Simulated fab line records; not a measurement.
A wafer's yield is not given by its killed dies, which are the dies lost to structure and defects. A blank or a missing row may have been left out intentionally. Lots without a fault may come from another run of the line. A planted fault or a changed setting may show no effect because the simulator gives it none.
A sampling plan put to the test    flow sky130    one line in one fab, 22 faults in these records, each fault weighed on the records of the lots it struck
Plan = the line's own looks (route steps where a gauge or an inspection reads the wafer without altering it). Where struck wafers have a number at a look and the file lists that look's usual mean and standard deviation on fault-free wafers, the look can be judged. Caught: at a look after the fault's first step, the mean of the struck wafers lies 4 or more of those standard deviations (sigma) from the usual mean. On the tool: the fault's steps, tested the same way using the tool's own readings. Also counted as caught: the struck wafers showing another recipe, or a record that is empty for them alone.

THE FAULTS, as the simulator had put them in
1. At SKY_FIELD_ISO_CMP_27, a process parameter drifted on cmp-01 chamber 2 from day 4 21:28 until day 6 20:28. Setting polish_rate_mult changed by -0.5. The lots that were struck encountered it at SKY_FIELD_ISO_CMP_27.
2. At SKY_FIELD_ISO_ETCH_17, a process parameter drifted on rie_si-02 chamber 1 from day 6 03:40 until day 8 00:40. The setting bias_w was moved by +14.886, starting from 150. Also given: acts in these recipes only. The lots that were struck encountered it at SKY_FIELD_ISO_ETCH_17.
3. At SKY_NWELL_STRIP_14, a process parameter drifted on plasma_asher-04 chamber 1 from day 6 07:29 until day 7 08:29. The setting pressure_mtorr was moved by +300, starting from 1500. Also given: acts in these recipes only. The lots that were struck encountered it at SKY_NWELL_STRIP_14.
4. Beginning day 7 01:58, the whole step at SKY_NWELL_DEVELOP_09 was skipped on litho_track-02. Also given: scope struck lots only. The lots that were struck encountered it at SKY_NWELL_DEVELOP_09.
5. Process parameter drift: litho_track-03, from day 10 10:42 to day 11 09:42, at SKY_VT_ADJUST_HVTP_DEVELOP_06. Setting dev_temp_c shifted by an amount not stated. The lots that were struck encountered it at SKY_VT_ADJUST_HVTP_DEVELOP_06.
6. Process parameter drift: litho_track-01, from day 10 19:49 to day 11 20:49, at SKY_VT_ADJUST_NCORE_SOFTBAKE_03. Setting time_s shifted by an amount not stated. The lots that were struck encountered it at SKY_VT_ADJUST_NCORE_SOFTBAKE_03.
7. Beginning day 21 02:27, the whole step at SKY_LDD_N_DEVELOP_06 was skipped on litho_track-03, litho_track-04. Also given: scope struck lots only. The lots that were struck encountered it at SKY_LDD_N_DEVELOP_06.
8. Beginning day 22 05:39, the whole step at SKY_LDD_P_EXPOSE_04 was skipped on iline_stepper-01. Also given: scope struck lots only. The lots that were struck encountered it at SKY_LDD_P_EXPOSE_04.
9. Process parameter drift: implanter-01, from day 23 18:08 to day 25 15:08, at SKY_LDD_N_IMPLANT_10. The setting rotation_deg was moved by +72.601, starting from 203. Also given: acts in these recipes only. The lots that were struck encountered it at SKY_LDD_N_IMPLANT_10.
10. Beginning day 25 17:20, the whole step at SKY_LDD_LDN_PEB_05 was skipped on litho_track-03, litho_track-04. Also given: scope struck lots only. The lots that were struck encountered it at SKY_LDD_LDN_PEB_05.
11. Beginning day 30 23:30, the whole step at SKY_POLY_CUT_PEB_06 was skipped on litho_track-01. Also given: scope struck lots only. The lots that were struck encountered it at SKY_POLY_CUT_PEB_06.
12. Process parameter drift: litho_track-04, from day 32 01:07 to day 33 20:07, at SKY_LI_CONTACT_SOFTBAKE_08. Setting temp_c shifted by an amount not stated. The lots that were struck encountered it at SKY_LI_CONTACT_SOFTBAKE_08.
13. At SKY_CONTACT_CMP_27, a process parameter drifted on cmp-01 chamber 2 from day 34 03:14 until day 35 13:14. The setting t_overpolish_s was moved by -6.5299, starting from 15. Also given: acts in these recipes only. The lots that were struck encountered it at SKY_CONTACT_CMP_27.
14. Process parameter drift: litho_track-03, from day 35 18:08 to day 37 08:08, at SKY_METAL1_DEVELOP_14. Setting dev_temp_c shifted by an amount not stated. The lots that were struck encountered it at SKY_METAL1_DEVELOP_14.
15. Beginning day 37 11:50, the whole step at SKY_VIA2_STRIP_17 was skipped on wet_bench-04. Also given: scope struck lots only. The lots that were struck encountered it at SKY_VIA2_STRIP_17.
16. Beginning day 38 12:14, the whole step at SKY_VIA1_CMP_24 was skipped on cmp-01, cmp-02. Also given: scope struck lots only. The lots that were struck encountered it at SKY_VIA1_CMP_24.
17. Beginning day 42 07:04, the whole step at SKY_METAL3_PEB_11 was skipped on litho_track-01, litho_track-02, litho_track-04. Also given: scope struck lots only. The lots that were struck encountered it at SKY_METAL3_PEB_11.
18. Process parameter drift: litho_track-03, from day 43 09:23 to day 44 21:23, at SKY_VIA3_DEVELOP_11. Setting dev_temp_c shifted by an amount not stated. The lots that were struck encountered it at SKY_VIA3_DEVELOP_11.
19. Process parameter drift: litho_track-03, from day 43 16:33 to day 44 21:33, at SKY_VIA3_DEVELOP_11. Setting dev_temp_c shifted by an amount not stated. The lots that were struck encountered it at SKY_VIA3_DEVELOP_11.
20. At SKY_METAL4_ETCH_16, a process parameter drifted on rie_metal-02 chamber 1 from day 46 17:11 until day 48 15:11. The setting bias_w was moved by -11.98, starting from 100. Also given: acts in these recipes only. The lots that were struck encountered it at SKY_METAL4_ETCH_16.
21. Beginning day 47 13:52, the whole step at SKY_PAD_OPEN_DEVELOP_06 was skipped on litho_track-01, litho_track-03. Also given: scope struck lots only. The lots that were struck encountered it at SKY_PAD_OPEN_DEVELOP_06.
22. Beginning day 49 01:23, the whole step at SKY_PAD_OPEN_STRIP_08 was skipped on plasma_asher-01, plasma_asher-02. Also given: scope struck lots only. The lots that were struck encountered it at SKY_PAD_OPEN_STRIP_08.

WHAT THE PLAN SAW
fault  on the tool itself                                first look that catches it                       reading, sigma  median hours from its first step to that look  hours from the fault's start to the first struck lot there  judged looks passed uncaught
1      time_to_endpoint_s +27 sigma                      not the one look that can be judged after it     -               -                                              -                                                           1
2      bias_w +30 sigma                                  no look after it can be judged                   -               -                                              -                                                           0
3      chamber_pressure_mTorr +99 or beyond sigma        not the one look that can be judged after it     -               -                                              -                                                           1
4      the tool's record is blank for the struck wafers  none of the 2 looks that can be judged after it  -               -                                              -                                                           2
5      developer_temp_C -9.5 sigma                       no look after it can be judged                   -               -                                              -                                                           0
6      heater_power_total_W +32 sigma                    not the one look that can be judged after it     -               -                                              -                                                           1
7      the tool's record is blank for the struck wafers  not the one look that can be judged after it     -               -                                              -                                                           1
8      no reading that can be judged                     no look after it can be judged                   -               -                                              -                                                           0
9      rotation_deg +99 or beyond sigma                  not the one look that can be judged after it     -               -                                              -                                                           1
10     no reading that can be judged                     none of the 2 looks that can be judged after it  -               -                                              -                                                           2
11     no reading that can be judged                     no look after it can be judged                   -               -                                              -                                                           0
12     heater_power_total_W -4.9 sigma                   not the one look that can be judged after it     -               -                                              -                                                           1
13     overpolish_run_s -99 or beyond sigma              not the one look that can be judged after it     -               -                                              -                                                           1
14     developer_temp_C -6.5 sigma                       no look after it can be judged                   -               -                                              -                                                           0
15     the tool's record is blank for the struck wafers  none of the 2 looks that can be judged after it  -               -                                              -                                                           2
16     the tool's record is blank for the struck wafers  no look after it can be judged                   -               -                                              -                                                           0
17     no reading that can be judged                     no look after it can be judged                   -               -                                              -                                                           0
18     developer_temp_C +7.0 sigma                       no look after it can be judged                   -               -                                              -                                                           0
19     developer_temp_C -6.6 sigma                       none of the 2 looks that can be judged after it  -               -                                              -                                                           2
20     bias_w -41 sigma                                  not the one look that can be judged after it     -               -                                              -                                                           1
21     the tool's record is blank for the struck wafers  no look after it can be judged                   -               -                                              -                                                           0
22     the tool's record is blank for the struck wafers  no look after it can be judged                   -               -                                              -                                                           0
A dash: the fault is not caught, or the number is missing from these records.

Caught at a look: 0 of 22. Caught on the tool: 18 of 22. By one or the other: 18 of 22.
Faults caught by the tool alone: 1, 2, 3, 4, 5, 6, 7, 9, 12, 13, 14, 15, 16, 18, 19, 20, 21, 22.
Caught by neither: faults 8, 10, 11, 17.
